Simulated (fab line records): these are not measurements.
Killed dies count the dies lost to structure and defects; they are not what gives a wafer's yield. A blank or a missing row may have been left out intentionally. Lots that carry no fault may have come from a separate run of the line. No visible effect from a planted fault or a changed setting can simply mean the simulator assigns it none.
The same fault as seen by 2 desks | flow sky130 | each desk holds nothing but its own numbers, with what lay behind them at the end

AT THE METROLOGY DESK
Lot by lot, what the gauges showed, no matter which tool ran the lot: averages of those sampled wafers that carry a number. A lot is out of limits, marked OUT, if its mean lies more than 4 standard deviations from the usual mean; the brackets give that distance.
Columns: A = PASSIVATION_CVD_02_THK at SKY_PASSIVATION_THK_MEAS_03, usual 541 nm; B = PAD_OPEN_BOW at SKY_PAD_OPEN_BOW_MEAS_13, usual 49 um
lot  | first seen here | A   | B
L144 | day 43 16:37    | 537 | 50
L145 | day 44 05:23    | 535 | 59
L147 | day 44 16:20    | 545 | 50
L148 | day 44 23:28    | 537 | 40
L151 | day 45 23:31    | 543 | 44
L152 | day 46 01:21    | 548 | 49
L155 | day 47 15:15    | 535 | 51
L157 | day 47 15:55    | 533 | 47
L162 | day 48 13:40    | 537 | 38
L163 | day 48 19:02    | 543 | 54
L166 | day 49 14:30    | 546 | 43
L165 | day 49 15:04    | 552 | 48
L167 | day 49 15:35    | 541 | 49
This desk's finding: nothing out of limits on any of the 13 lots.

THE TOOL OWNER'S DESK: cmp-01
The tool's own readings at SKY_CONTACT_CMP_04 (polishes SiO2): means of the sampled wafers that have a number, for each lot that ran on this tool. A lot is out of limits, marked OUT, if its mean lies more than 4 standard deviations from the usual mean; the brackets give that distance.
Columns: A = motor current A at SKY_CONTACT_CMP_04, usual 12.6 A; B = time to endpoint s at SKY_CONTACT_CMP_04, usual 83 s
lot  | first seen here | A    | B
L144 | day 30 08:12    | 12.5 | 82
L145 | day 30 23:14    | 13.2 | 86
L147 | day 31 11:54    | 12.8 | 83
L148 | day 31 15:34    | 12.9 | 79
L151 | day 32 23:28    | 13.2 | 84
L155 | day 35 03:33    | 12.6 | 90
L165 | day 37 17:38    | 13.3 | 86
L167 | day 37 19:50    | 13.0 | 84
This desk's finding: nothing out of limits on any of the 8 lots.

BROUGHT TOGETHER
From the metrology desk's view, nothing was out of limits.
The desk of the tool owner found nothing out of limits.

WHAT HAD BEEN PUT IN BY THE SIMULATOR
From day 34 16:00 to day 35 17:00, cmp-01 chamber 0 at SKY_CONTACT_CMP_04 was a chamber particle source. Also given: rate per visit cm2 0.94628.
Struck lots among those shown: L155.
